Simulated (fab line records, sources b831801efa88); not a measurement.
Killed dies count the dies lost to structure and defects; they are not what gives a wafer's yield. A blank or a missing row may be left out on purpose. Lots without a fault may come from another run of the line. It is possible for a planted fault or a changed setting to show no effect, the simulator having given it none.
Comparing a struck lot with a sound one | flow gf180mcu | 13 out of 602 route steps
Sound: wafers L660.1, L660.4, L660.6. The struck wafers were L668.1, L668.2, L668.3. The cause is given at the end.
For every step that has rows: the tool of each side, followed by ch and its chambers, followed by its first start. Under that, the readings that differ: sound wafers | struck wafers | difference of the means | sigmas: that difference in standard deviations of wafers without a fault.
alike: readings with means less than 2 such deviations apart, plus words and numbers identical on both sides. not compared: withheld readings, readings lacking a value on some wafer, bounds such as >300 that could conceal the same value, and numbers that have no deviation in the record and whose values overlap.
Wherever a step has rows on one side only, a row that says differs or no value, or a row with sigmas, the two part there. When numbers do not overlap yet have no deviation, they are printed without sigmas and do not part them. A reading that every wafer of one side lacks parts them only if that side has two wafers or more.

GF_V4_CD_MEAS_14: target cd 260 nm.
  sound: cd-sem-02 at day 25 16:27; struck: cd-sem-01 at day 28 22:14
  alike: cd-nm
GF_V4_OVL_MEAS_15:
  sound: overlay-01 at day 25 16:34; struck: overlay-02 at day 28 22:21
  alike: V4_OVL
GF_V4_ETCH_16: etches BARC in N2/H2.
  sound on rie-diel-04 ch 0,1,2, day 25 16:37; struck on rie-diel-03 ch 0,2,3, day 28 22:23
  alike: drypump-motor-current-A, oes-product-au, throttle-valve-pct
GF_V4_ETCH_17: etches SiO2 in C4F8/O2/Ar, stops on TiN, target depth 630 nm.
  sound: rie-diel-04 ch 0,1,2; struck: rie-diel-03 ch 0,2,3
  alike: oes-product-au
GF_V4_STRIP_18: strips in O2/N2.
  sound on plasma-asher-04 ch 0,1, day 25 16:44; struck on plasma-asher-02 ch 0,1, day 28 22:31
  reading            | sound       | struck      | difference | sigmas
  heater-power-w (W) | 301 303 324 | 394 413 419 | +99        | +2
  alike: drypump-motor-current-A, oes-product-au
  not compared: rf-hours-counter-h
then, 3 steps without rows for these wafers: GF_V4_STRIP_19 (strips in post etch residue remover, time 1200 s); GF_V4_CLEAN_20 (cleans in DIW); GF_V4_SPUTTER_21 (material Ti, target thk 15 nm, time 80.02 s).
GF_V4_SPUTTER_22: material TiN, target thk 10 nm, time 40 s.
  sound: pvd-sputter-03 at day 25 17:20; struck: pvd-sputter-01 at day 28 23:09
  alike: throttle-valve-pct
GF_V4_CVD_23: deposits W, target thk 350 nm, time 104.9 s.
  sound on cvd-w-02 ch 0,1, day 25 17:23; struck on cvd-w-02 ch 0,1, day 28 23:11
  alike: chamber-pressure-Torr, heater-power-w
GF_V4_RS_MEAS_24: the measuring method here is four-point-probe.
  sound: film-metro-04 at day 25 17:29; struck: film-metro-03 at day 28 23:18
  alike: V4_W_RS
GF_V4_THK_MEAS_25: measures by xrf.
  sound: film-metro-04 at day 25 17:37; struck: film-metro-03 at day 28 23:25
  alike: V4_W_THK
GF_V4_CMP_26: polishes, stops on SiO2, t overpolish 15 s, target thk 0 nm.
  sound on cmp-02 ch 1,3, day 25 17:43; struck on cmp-01 ch 0,2,3, day 28 23:32
  reading                | sound                | struck            | difference | sigmas
  overpolish-run-s (s)   | 15.010 15.000 14.996 | 0.038 0.043 0.048 | -14.959    | -99 or more
  time-to-endpoint-s (s) | 78 84 87             | 132 129 131       | +48        | +15
  alike: motor-current-A, retaining-ring-pressure-frac, slurry-flow-ml-min

== WHERE THEY PART ==
At GF_V4_STRIP_18 first; at GF_V4_CMP_26 last (within this record only).

WHY: whatever the simulator had introduced
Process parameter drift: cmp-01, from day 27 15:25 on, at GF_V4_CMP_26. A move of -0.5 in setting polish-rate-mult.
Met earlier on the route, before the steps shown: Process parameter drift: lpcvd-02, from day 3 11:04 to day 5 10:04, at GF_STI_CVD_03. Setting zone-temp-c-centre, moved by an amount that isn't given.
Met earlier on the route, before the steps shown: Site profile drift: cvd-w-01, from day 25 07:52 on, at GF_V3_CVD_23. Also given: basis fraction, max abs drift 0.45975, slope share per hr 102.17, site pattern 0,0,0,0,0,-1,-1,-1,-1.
